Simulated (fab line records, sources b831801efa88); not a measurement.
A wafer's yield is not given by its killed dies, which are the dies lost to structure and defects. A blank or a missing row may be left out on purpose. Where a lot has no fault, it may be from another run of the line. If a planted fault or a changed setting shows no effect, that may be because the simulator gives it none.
fab line records | flow sky130
record lots=11 | wafers=33 | lastDay=50
route steps=708 shown VT_ADJUST_HVTR@139 LDD_N@247 LDD_LDN@302
lots that met no fault: from a run of the same line without faults
startH: hours from the record's first day to the start of the lot's first wafer shown | waitH: how many hours have passed since the lot's step before this one | " as in the row above | L1.1+2: a single row standing in for several wafers | - no value, or no start given | * or withheld: withheld | < > ~ a bound
route shown NAME@n: a module of which the file shows steps, and the number in the route of the first | usual: mean/standard deviation of fault-free wafers | same: alike in all rows | chamber/n: place in a boat | sites: per-site readings | _std_site: how widely they spread, as a standard deviation | _edge_site: outer sites' mean less inner sites' | radiusMm: how far each site lies from the wafer's centre | mask NAME#n: copy n | behind: the last tool/chamber to shape the wafer | hold: reason for holding the lot/hours on hold/outcome of the hold | device: names the non-switching transistor (n, p or np) | end of line: at the end of the route, the tests of the same wafers | where a step has no rows: the recipe by itself | killed: at the first sort, the dies lost to defects and structure; wafer yield is something else | map: the dies of a wafer, with x for killed, . for not killed, _ for no die there
set.NAME: setting as actually run; set.NAME@STEP: the setting as run at that earlier step | model.NAME: the simulator's own value behind a step, which no gauge read
steps of the route over a sample of lots; a table a step, a row a wafer
services: a tool's chamber out of use, with start hour (startH, from the record's first day; less than 0 if before it), hours out, and reason
## steps
# step SKY_VT_ADJUST_HVTR_OVL_MEAS_08
# usual VT_ADJUST_HVTR_OVL=0.3/1.3
lot.wafer | tool       | chamber | startH | waitH | VT_ADJUST_HVTR_OVL[nm]
L135.1    | overlay-01 | -       | 203.09 | 0.1   | 1.5
L135.4    | "          | -       | "      | "     | -0.1
L135.5    | "          | -       | "      | "     | 0.5
L138.1    | overlay-01 | -       | 231.15 | 0.1   | 2.1
L138.3    | "          | -       | "      | "     | 3.1
L138.5    | "          | -       | "      | "     | -0.4
L139.2    | overlay-02 | -       | 232.90 | 0.1   | 1.7
L139.5    | "          | -       | "      | "     | 1.8
L139.6    | "          | -       | "      | "     | -0.1
L141.1    | overlay-02 | -       | 248.19 | 0.1   | -0.5
L141.2    | "          | -       | "      | "     | -0.6
L141.3    | "          | -       | "      | "     | 0.6
L146.2    | overlay-02 | -       | 285.00 | 0.1   | 0.4
L146.4    | "          | -       | "      | "     | 0.7
L146.5    | "          | -       | "      | "     | -0.3
L148.2    | overlay-01 | -       | 295.36 | 0.1   | 2.1
L148.4    | "          | -       | "      | "     | -1.5
L148.5    | "          | -       | "      | "     | -1.4
L149.1    | overlay-02 | -       | 299.96 | 0.1   | 0.9
L149.4    | "          | -       | "      | "     | 1.6
L149.5    | "          | -       | "      | "     | 2.0
L150.2    | overlay-02 | -       | 307.56 | 0.1   | 3.4
L150.5    | "          | -       | "      | "     | 2.7
L150.6    | "          | -       | "      | "     | 4.5
L152.2    | overlay-01 | -       | 321.66 | 0.1   | 1.3
L152.3    | "          | -       | "      | "     | 0.7
L152.4    | "          | -       | "      | "     | -1.1
L157.2    | overlay-01 | -       | 356.85 | 0.1   | -0.7
L157.3    | "          | -       | "      | "     | 1.5
L157.6    | "          | -       | "      | "     | 0.5
L158.1    | overlay-01 | -       | 363.44 | 0.1   | -1.0
L158.3    | "          | -       | "      | "     | 0.2
L158.6    | "          | -       | "      | "     | -0.2
# step SKY_VT_ADJUST_HVTR_STRIP_10
# recipe chemistry=O2/N2 | powerW=1400 | pressureMtorr=1500 | platenTempC=withheld | o2FlowSccm=3000 | n2FlowSccm=300 | overashFraction=0.5
# usual drypumpMotorCurrentA=5.8/0.46 | oesProductAu=0.716/0.0048 | stripTimeToEndpointS=14.19/0.042
lot.wafer | tool           | chamber | startH | waitH | drypumpMotorCurrentA | oesProductAu | rfHoursCounterH | stripTimeToEndpointS
L135.1    | plasmaAsher-04 | 1       | 203.28 | 0.1   | 5.8                  | 0.714        | 42              | 14.22
L135.4    | "              | 1       | "      | "     | 5.8                  | 0.709        | -               | 14.22
L135.5    | "              | 0       | "      | "     | 5.3                  | 0.721        | -               | 14.17
L138.1    | plasmaAsher-04 | 1       | 231.33 | 0.1   | 5.8                  | 0.721        | 45              | 14.18
L138.3    | "              | 1       | "      | "     | 5.8                  | 0.713        | -               | 14.23
L138.5    | "              | 0       | "      | "     | 5.3                  | 0.715        | -               | 14.24
L139.2    | plasmaAsher-03 | 1       | 233.08 | 0.1   | 6.5                  | 0.722        | 9               | 14.17
L139.5    | "              | 1       | "      | "     | 6.6                  | 0.716        | -               | 14.18
L139.6    | "              | 0       | "      | "     | 5.4                  | 0.710        | -               | 14.19
L141.1    | plasmaAsher-04 | 1       | 248.38 | 0.1   | 5.8                  | 0.712        | 47              | 14.16
L141.2    | "              | 0       | "      | "     | 5.3                  | 0.716        | 47              | 14.17
L141.3    | "              | 0       | "      | "     | 5.3                  | 0.712        | -               | 14.16
L146.2    | plasmaAsher-02 | 1       | 285.18 | 0.1   | 5.4                  | 0.724        | 56              | 14.26
L146.4    | "              | 1       | "      | "     | 5.4                  | 0.720        | -               | 14.23
L146.5    | "              | 1       | "      | "     | 5.4                  | 0.716        | -               | 14.24
L148.2    | plasmaAsher-04 | 0       | 295.54 | 0.1   | 5.3                  | 0.717        | 51              | 14.20
L148.4    | "              | 0       | "      | "     | 5.3                  | 0.710        | -               | 14.17
L148.5    | "              | 1       | "      | "     | 5.8                  | 0.713        | -               | 14.18
L149.1    | plasmaAsher-02 | 0       | 300.14 | 0.1   | 6.2                  | 0.721        | 58              | 14.14
L149.4    | "              | 1       | "      | "     | 5.4                  | 0.720        | -               | 14.15
L149.5    | "              | 1       | "      | "     | 5.4                  | 0.726        | -               | 14.16
L150.2    | plasmaAsher-03 | 1       | 307.74 | 0.1   | 6.6                  | 0.709        | 16              | 14.24
L150.5    | "              | 1       | "      | "     | 6.6                  | 0.715        | -               | 14.23
L150.6    | "              | 0       | "      | "     | 5.4                  | 0.717        | -               | 14.18
L152.2    | plasmaAsher-02 | 0       | 321.84 | 0.1   | 6.3                  | 0.708        | 60              | 14.17
L152.3    | "              | 0       | "      | "     | 6.2                  | 0.720        | -               | 14.15
L152.4    | "              | 1       | "      | "     | 5.4                  | 0.713        | -               | 14.16
L157.2    | plasmaAsher-04 | 1       | 357.03 | 0.1   | 5.8                  | 0.719        | 57              | 14.24
L157.3    | "              | 0       | "      | "     | 5.3                  | 0.710        | -               | 14.22
L157.6    | "              | 0       | "      | "     | 5.3                  | 0.719        | -               | 14.23
L158.1    | plasmaAsher-04 | 1       | 363.63 | 0.1   | 5.8                  | 0.715        | 58              | 14.20
L158.3    | "              | 1       | "      | "     | 5.8                  | 0.718        | -               | 14.24
L158.6    | "              | 0       | "      | "     | 5.4                  | 0.719        | -               | 14.14
# step SKY_LDD_N_IMPLANT_10
# recipe species=As | energyKev=20 | doseCm2=7.5e+13 | tiltDeg=withheld | rotationDeg=203
# usual beamOnS=9.98/0.21 | doseIonsCm2=7.501e+13/8.4e+10 | faradayCurrentUA=423/8.7
lot.wafer | tool         | chamber | startH | waitH | beamOnS | doseIonsCm2 | faradayCurrentUA
L135.1    | implanter-02 | 0       | 402.45 | 0.1   | 10.15   | 7.501e+13   | 416
L135.4    | "            | 0       | "      | "     | 10.29   | 7.496e+13   | 410
L135.5    | "            | 0       | "      | "     | 10.11   | 7.501e+13   | 419
L138.1    | implanter-04 | 0       | 440.20 | 0.1   | 10.12   | 7.499e+13   | 415
L138.3    | "            | 0       | "      | "     | 9.91    | 7.496e+13   | 427
L138.5    | "            | 0       | "      | "     | 9.85    | 7.508e+13   | 431
L139.2    | implanter-03 | 0       | 440.52 | 0.1   | 9.91    | 7.513e+13   | 427
L139.5    | "            | 0       | "      | "     | 9.95    | 7.504e+13   | 423
L139.6    | "            | 0       | "      | "     | 10.22   | 7.504e+13   | 412
L141.1    | implanter-03 | 0       | 456.06 | 0.1   | 9.97    | 7.494e+13   | 425
L141.2    | "            | 0       | "      | "     | 9.86    | 7.503e+13   | 430
L141.3    | "            | 0       | "      | "     | 10.02   | 7.504e+13   | 421
L146.2    | implanter-02 | 0       | 511.07 | 0.1   | 10.38   | 7.492e+13   | 408
L146.4    | "            | 0       | "      | "     | 9.87    | 7.497e+13   | 430
L146.5    | "            | 0       | "      | "     | 10.10   | 7.492e+13   | 419
L148.2    | implanter-03 | 0       | 523.38 | 0.1   | 14.73   | 1.258e+14   | 480
L148.4    | "            | 0       | "      | "     | 15.19   | 1.2585e+14  | 465
L148.5    | "            | 0       | "      | "     | 14.87   | 1.2583e+14  | 474
L149.1    | implanter-03 | 0       | 524.91 | 0.1   | 14.97   | 1.2582e+14  | 474
L149.4    | "            | 0       | "      | "     | 16.08   | 1.2575e+14  | 442
L149.5    | "            | 0       | "      | "     | 15.58   | 1.2582e+14  | 453
L150.2    | implanter-02 | 0       | 534.07 | 0.1   | 10.14   | 7.498e+13   | 420
L150.5    | "            | 0       | "      | "     | 10.45   | 7.495e+13   | 404
L150.6    | "            | 0       | "      | "     | 9.56    | 7.5e+13     | 441
L152.2    | implanter-04 | 0       | 551.09 | 0.1   | 10.11   | 7.5e+13     | 416
L152.3    | "            | 0       | "      | "     | 9.86    | 7.5e+13     | 426
L152.4    | "            | 0       | "      | "     | 9.95    | 7.502e+13   | 424
L157.2    | implanter-04 | 0       | 580.89 | 0.1   | 9.94    | 7.512e+13   | 422
L157.3    | "            | 0       | "      | "     | 10.17   | 7.516e+13   | 417
L157.6    | "            | 0       | "      | "     | 10.15   | 7.516e+13   | 417
L158.1    | implanter-04 | 0       | 590.40 | 0.1   | 10.20   | 7.498e+13   | 414
L158.3    | "            | 0       | "      | "     | 10.11   | 7.502e+13   | 419
L158.6    | "            | 0       | "      | "     | 10.06   | 7.504e+13   | 421
# step SKY_LDD_N_STRIP_16
# recipe chemistry=O2/N2 | powerW=1400 | pressureMtorr=1500 | platenTempC=withheld | o2FlowSccm=3000 | n2FlowSccm=300 | overashFraction=0.5
# usual drypumpMotorCurrentA=5.7/0.32 | oesProductAu=0.407/0.0045 | stripTimeToEndpointS=4.307/0.013
lot.wafer | tool           | chamber | startH | waitH | drypumpMotorCurrentA | oesProductAu | rfHoursCounterH | stripTimeToEndpointS
L135.1    | plasmaAsher-01 | 1       | 403.35 | 0.1   | 6.0                  | 0.405        | 73              | 4.314
L135.4    | "              | 0       | "      | "     | 5.6                  | 0.408        | -               | 4.300
L135.5    | "              | 0       | "      | "     | 5.6                  | 0.404        | -               | 4.318
L138.1    | plasmaAsher-04 | 1       | 441.10 | 0.1   | 5.8                  | 0.405        | 64              | 4.321
L138.3    | "              | 1       | "      | "     | 5.8                  | 0.403        | -               | 4.334
L138.5    | "              | 0       | "      | "     | 5.3                  | 0.409        | -               | 4.327
L139.2    | plasmaAsher-04 | 1       | 441.40 | 0.1   | 5.8                  | 0.405        | 64              | 4.296
L139.5    | "              | 0       | "      | "     | 5.3                  | 0.407        | -               | 4.317
L139.6    | "              | 1       | "      | "     | 5.8                  | 0.403        | -               | 4.319
L141.1    | plasmaAsher-04 | 0       | 456.96 | 0.1   | 5.3                  | 0.408        | 65              | 4.293
L141.2    | "              | 1       | "      | "     | 5.8                  | 0.402        | 65              | 4.301
L141.3    | "              | 0       | "      | "     | 5.3                  | 0.406        | -               | 4.306
L146.2    | plasmaAsher-04 | 0       | 511.95 | 0.1   | 5.4                  | 0.412        | 71              | 4.306
L146.4    | "              | 1       | "      | "     | 5.8                  | 0.407        | -               | 4.306
L146.5    | "              | 1       | "      | "     | 5.8                  | 0.409        | -               | 4.310
L148.2    | plasmaAsher-01 | 0       | 524.26 | 0.1   | 5.6                  | 0.401        | 85              | 4.449
L148.4    | "              | 0       | "      | "     | 5.6                  | 0.406        | -               | 4.433
L148.5    | "              | 1       | "      | "     | 6.0                  | 0.410        | -               | 4.423
L149.1    | plasmaAsher-04 | 0       | 525.81 | 0.1   | 5.3                  | 0.406        | 72              | 4.434
L149.4    | "              | 0       | "      | "     | 5.3                  | 0.409        | -               | 4.439
L149.5    | "              | 0       | "      | "     | 5.3                  | 0.401        | -               | 4.428
L150.2    | plasmaAsher-04 | 1       | 534.95 | 0.1   | 5.8                  | 0.397        | 73              | 4.283
L150.5    | "              | 0       | "      | "     | 5.3                  | 0.399        | -               | 4.304
L150.6    | "              | 1       | "      | "     | 5.8                  | 0.405        | -               | 4.281
L152.2    | plasmaAsher-02 | 1       | 551.96 | 0.1   | 5.4                  | 0.402        | 12              | 4.328
L152.3    | "              | 1       | "      | "     | 5.4                  | 0.408        | -               | 4.314
L152.4    | "              | 0       | "      | "     | 6.2                  | 0.411        | -               | 4.310
L157.2    | plasmaAsher-01 | 0       | 581.76 | 0.1   | 5.5                  | 0.410        | 91              | 4.303
L157.3    | "              | 0       | "      | "     | 5.5                  | 0.404        | -               | 4.297
L157.6    | "              | 0       | "      | "     | 5.6                  | 0.416        | -               | 4.306
L158.1    | plasmaAsher-02 | 1       | 591.30 | 0.1   | 5.4                  | 0.413        | 16              | 4.299
L158.3    | "              | 1       | "      | "     | 5.4                  | 0.410        | -               | 4.316
L158.6    | "              | 1       | "      | "     | 5.4                  | 0.403        | -               | 4.326
# step SKY_LDD_N_TW_MEAS_17
# usual LDD_N_TW=2592/14
lot.wafer | tool         | chamber | startH | waitH | hold                    | LDD_N_TW
L135.1    | filmMetro-02 | -       | 403.45 | 0.1   | -                       | 2590
L135.4    | "            | -       | "      | "     | -                       | 2575
L135.5    | "            | -       | "      | "     | -                       | 2590
L138.1    | filmMetro-01 | -       | 441.20 | 0.1   | -                       | 2596
L138.3    | "            | -       | "      | "     | -                       | 2601
L138.5    | "            | -       | "      | "     | -                       | 2600
L139.2    | filmMetro-03 | -       | 441.51 | 0.1   | -                       | 2592
L139.5    | "            | -       | "      | "     | -                       | 2587
L139.6    | "            | -       | "      | "     | -                       | 2590
L141.1    | filmMetro-02 | -       | 457.06 | 0.1   | -                       | 2576
L141.2    | "            | -       | "      | "     | -                       | 2589
L141.3    | "            | -       | "      | "     | -                       | 2590
L146.2    | filmMetro-02 | -       | 512.06 | 0.1   | -                       | 2576
L146.4    | "            | -       | "      | "     | -                       | 2588
L146.5    | "            | -       | "      | "     | -                       | 2586
L148.2    | filmMetro-01 | -       | 524.37 | 0.1   | awaitDispo/0.2h/release | 2669
L148.4    | "            | -       | "      | "     | awaitDispo/0.2h/release | 2686
L148.5    | "            | -       | "      | "     | awaitDispo/0.2h/release | 2677
L148.2    | filmMetro-01 | -       | 524.62 | 0.2   | -                       | 2693
L148.4    | "            | -       | "      | "     | -                       | 2687
L148.5    | "            | -       | "      | "     | -                       | 2677
L149.1    | filmMetro-03 | -       | 525.91 | 0.1   | awaitDispo/0.2h/release | 2661
L149.4    | "            | -       | "      | "     | awaitDispo/0.2h/release | 2656
L149.5    | "            | -       | "      | "     | awaitDispo/0.2h/release | 2663
L149.1    | filmMetro-03 | -       | 526.14 | 0.2   | -                       | 2674
L149.4    | "            | -       | "      | "     | -                       | 2664
L149.5    | "            | -       | "      | "     | -                       | 2677
L150.2    | filmMetro-02 | -       | 535.08 | 0.1   | -                       | 2603
L150.5    | "            | -       | "      | "     | -                       | 2599
L150.6    | "            | -       | "      | "     | -                       | 2590
L152.2    | filmMetro-01 | -       | 552.07 | 0.1   | -                       | 2604
L152.3    | "            | -       | "      | "     | -                       | 2603
L152.4    | "            | -       | "      | "     | -                       | 2602
L157.2    | filmMetro-01 | -       | 581.87 | 0.1   | -                       | 2550
L157.3    | "            | -       | "      | "     | -                       | 2580
L157.6    | "            | -       | "      | "     | -                       | 2562
L158.1    | filmMetro-01 | -       | 591.40 | 0.1   | -                       | 2573
L158.3    | "            | -       | "      | "     | -                       | 2565
L158.6    | "            | -       | "      | "     | -                       | 2573
# step SKY_LDD_LDN_TW_MEAS_13
# usual LDD_LDN_TW=1484/7.4
lot.wafer | tool         | chamber | startH | waitH | LDD_LDN_TW
L135.1    | filmMetro-03 | -       | 523.46 | 0.1   | 1488
L135.4    | "            | -       | "      | "     | 1481
L135.5    | "            | -       | "      | "     | 1492
L138.1    | filmMetro-03 | -       | 562.91 | 0.1   | 1486
L138.3    | "            | -       | "      | "     | 1490
L138.5    | "            | -       | "      | "     | 1492
L139.2    | filmMetro-02 | -       | 564.12 | 0.1   | 1480
L139.5    | "            | -       | "      | "     | 1487
L139.6    | "            | -       | "      | "     | 1474
L141.1    | filmMetro-02 | -       | 579.35 | 0.1   | 1471
L141.2    | "            | -       | "      | "     | 1468
L141.3    | "            | -       | "      | "     | 1473
L146.2    | filmMetro-03 | -       | 631.97 | 0.1   | 1479
L146.4    | "            | -       | "      | "     | 1480
L146.5    | "            | -       | "      | "     | 1491
L148.2    | filmMetro-03 | -       | 642.42 | 0.1   | 1480
L148.4    | "            | -       | "      | "     | 1492
L148.5    | "            | -       | "      | "     | 1493
L149.1    | filmMetro-01 | -       | 644.06 | 0.1   | 1485
L149.4    | "            | -       | "      | "     | 1486
L149.5    | "            | -       | "      | "     | 1478
L150.2    | filmMetro-02 | -       | 651.71 | 0.1   | 1487
L150.5    | "            | -       | "      | "     | 1486
L150.6    | "            | -       | "      | "     | 1483
L152.2    | filmMetro-01 | -       | 669.97 | 0.1   | 1486
L152.3    | "            | -       | "      | "     | 1484
L152.4    | "            | -       | "      | "     | 1489
L157.2    | filmMetro-01 | -       | 697.41 | 0.1   | 1483
L157.3    | "            | -       | "      | "     | 1476
L157.6    | "            | -       | "      | "     | 1476
L158.1    | filmMetro-03 | -       | 707.15 | 0.1   | 1496
L158.3    | "            | -       | "      | "     | 1492
L158.6    | "            | -       | "      | "     | 1496
## services
tool           | chamber | startH | hours | kind
plasmaAsher-01 | -       | 229.97 | 1.5   | repair
implanter-04   | -       | 246.70 | 5.2   | repair
implanter-04   | -       | 257.29 | 1.5   | repair
implanter-03   | -       | 312.40 | 12.3  | pm
implanter-03   | -       | 324.66 | 4.5   | pm
implanter-02   | -       | 337.54 | 4.0   | pm
implanter-03   | -       | 368.28 | 1.3   | repair
implanter-02   | -       | 368.67 | 5.6   | pm
plasmaAsher-04 | -       | 387.89 | 3.6   | repair
implanter-02   | -       | 391.72 | 1.5   | repair
plasmaAsher-04 | -       | 398.66 | 17.9  | repair
plasmaAsher-02 | -       | 421.25 | 9.0   | pm
implanter-02   | -       | 432.72 | 0.6   | repair
implanter-04   | -       | 434.21 | 3.2   | repair
implanter-04   | -       | 453.14 | 8.6   | repair
implanter-04   | -       | 507.83 | 3.4   | pm
plasmaAsher-02 | -       | 508.92 | 0.9   | repair
implanter-04   | -       | 523.65 | 2.4   | repair
implanter-04   | -       | 528.61 | 1.8   | repair
implanter-04   | -       | 560.14 | 10.2  | repair
implanter-04   | -       | 560.32 | 2.1   | repair
plasmaAsher-02 | -       | 563.77 | 1.5   | repair
implanter-03   | -       | 572.58 | 1.5   | repair
plasmaAsher-02 | -       | 575.95 | 0.7   | repair
## key
firstSign step=SKY_LDD_N_IMPLANT_10 | reading=doseIonsCm2 | direction=up | sigmas=99+ | usual=* | struck=*
effect step=SKY_LDD_N_IMPLANT_10 | reading=beamOnS | direction=up | sigmas=25 | usual=9.98 | struck=15.24
effect step=SKY_LDD_N_STRIP_16 | reading=stripTimeToEndpointS | direction=up | sigmas=9.4 | usual=* | struck=*
effect step=SKY_LDD_N_TW_MEAS_17 | reading=visit | direction=added
effect step=SKY_LDD_N_TW_MEAS_17 | reading=LDD_N_TW | direction=up | sigmas=5.6 | usual=2592 | struck=2669
metAt SKY_LDD_N_IMPLANT_10
struckLots L148,L149
testerLeftOut L148,L149
notActingAt SKY_VT_ADJUST_HVTR_OVL_MEAS_08,SKY_VT_ADJUST_HVTR_STRIP_10,SKY_LDD_LDN_TW_MEAS_13
onsetBetween 456.06 523.38
fault kind=processParameterDrift | tool=implanter-03 | chamber=- | onsetH=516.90 | steps=SKY_LDD_N_IMPLANT_10 | channel=doseCm2 | offset=* | shape=step | endH=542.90 | actsIn=* | stated=*
# testerLeftOut: of these lots the tester's yield and bins aren't shown, on N5 and GAA mostly nor the transistor test; their killed dies are dies lost to structure and defects alone, not to doping, threshold or leakage, so they don't give the yield
